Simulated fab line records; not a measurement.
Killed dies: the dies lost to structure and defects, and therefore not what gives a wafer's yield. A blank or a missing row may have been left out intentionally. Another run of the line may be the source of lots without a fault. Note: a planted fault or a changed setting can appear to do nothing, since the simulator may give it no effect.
Shared-tool check + flow gf180mcu + 13 lots, 39 wafers sampled

== WHY THIS WAS OPENED ==
Of 13 lots, 3 have the reading DNWELL_TW flagged at GF_DNWELL_TW_MEAS_09. Wafers without a fault read 1345, standard deviation 9.7.
Rule: flag the lot when none of its wafers has a number, or when each of its wafers that has one lies beyond 4 standard deviations from that mean. All remaining lots are regarded as sound.

| lot  | measured    | on            | DNWELL_TW, wafer by wafer | flag    |
|------|-------------|---------------|---------------------------|---------|
| L724 | day 3 04:56 | film_metro-02 | 1344 1345 1351            |         |
| L726 | day 3 15:44 | film_metro-04 | 1360 1367 1355            |         |
| L727 | day 3 21:30 | film_metro-03 | 1331 1340 1345            |         |
| L730 | day 4 12:59 | film_metro-02 | 1335 1343 1334            |         |
| L731 | day 4 16:57 | film_metro-03 | 1350 1354 1349            |         |
| L732 | day 5 00:47 | film_metro-04 | 1357 1353 1354            |         |
| L733 | day 5 06:24 | film_metro-02 | 1347 1345 1341            |         |
| L734 | day 5 10:33 | film_metro-04 | 1676 1679 1681            | FLAGGED |
| L735 | day 5 16:28 | film_metro-03 | 1674 1665 1682            | FLAGGED |
| L736 | day 5 20:04 | film_metro-04 | 1355 1356 1361            |         |
| L742 | day 7 04:39 | film_metro-03 | 1682 1667 1673            | FLAGGED |
| L743 | day 7 09:25 | film_metro-03 | 1335 1344 1343            |         |
| L744 | day 7 15:48 | film_metro-02 | 1344 1339 1342            |         |
Average over the flagged lots: 1675; offset from the usual +330, equal to +34 standard deviations.

== TOOL THAT RAN EACH LOT ==
The record holds 1 process step before the reading, out of a route of 602 steps. Cell contents, in order: the tool; ch with the chambers the sampled wafers went through; the start.
| lot  | flag    | GF_DNWELL_IMPLANT_07           |
|------|---------|--------------------------------|
| L724 |         | implanter-03 ch 0, day 3 04:41 |
| L726 |         | implanter-01 ch 0, day 3 15:29 |
| L727 |         | implanter-01 ch 0, day 3 21:16 |
| L730 |         | implanter-03 ch 0, day 4 12:44 |
| L731 |         | implanter-04 ch 0, day 4 16:43 |
| L732 |         | implanter-04 ch 0, day 5 00:32 |
| L733 |         | implanter-03 ch 0, day 5 06:10 |
| L734 | FLAGGED | implanter-01 ch 0, day 5 09:59 |
| L735 | FLAGGED | implanter-04 ch 0, day 5 15:55 |
| L736 |         | implanter-04 ch 0, day 5 19:50 |
| L742 | FLAGGED | implanter-04 ch 0, day 7 04:05 |
| L743 |         | implanter-04 ch 0, day 7 09:11 |
| L744 |         | implanter-03 ch 0, day 7 15:34 |
What is done by these steps:
- GF_DNWELL_IMPLANT_07
- GF_DNWELL_TW_MEAS_09

== FLAGGED AGAINST TOTAL, ONE TOOL AT A TIME (gauges that did the reading follow at the end) ==
| step                 | tool          | lots run | flagged | share of the flagged lots | sound lots run after its first flagged lot |
|----------------------|---------------|----------|---------|---------------------------|--------------------------------------------|
| GF_DNWELL_IMPLANT_07 | implanter-01  | 3        | 1       | some                      | 0                                          |
| GF_DNWELL_IMPLANT_07 | implanter-03  | 4        | 0       | none                      | -                                          |
| GF_DNWELL_IMPLANT_07 | implanter-04  | 6        | 2       | some                      | 2 (L736,L743)                              |
| GF_DNWELL_TW_MEAS_09 | film_metro-02 | 4        | 0       | none                      | -                                          |
| GF_DNWELL_TW_MEAS_09 | film_metro-03 | 5        | 2       | some                      | 1 (L743)                                   |
| GF_DNWELL_TW_MEAS_09 | film_metro-04 | 4        | 1       | some                      | 1 (L736)                                   |

== WHAT THE TABLE ALLOWS ==
No row of the table ran every flagged lot.

== WHAT WAS PUT IN BY THE SIMULATOR ==
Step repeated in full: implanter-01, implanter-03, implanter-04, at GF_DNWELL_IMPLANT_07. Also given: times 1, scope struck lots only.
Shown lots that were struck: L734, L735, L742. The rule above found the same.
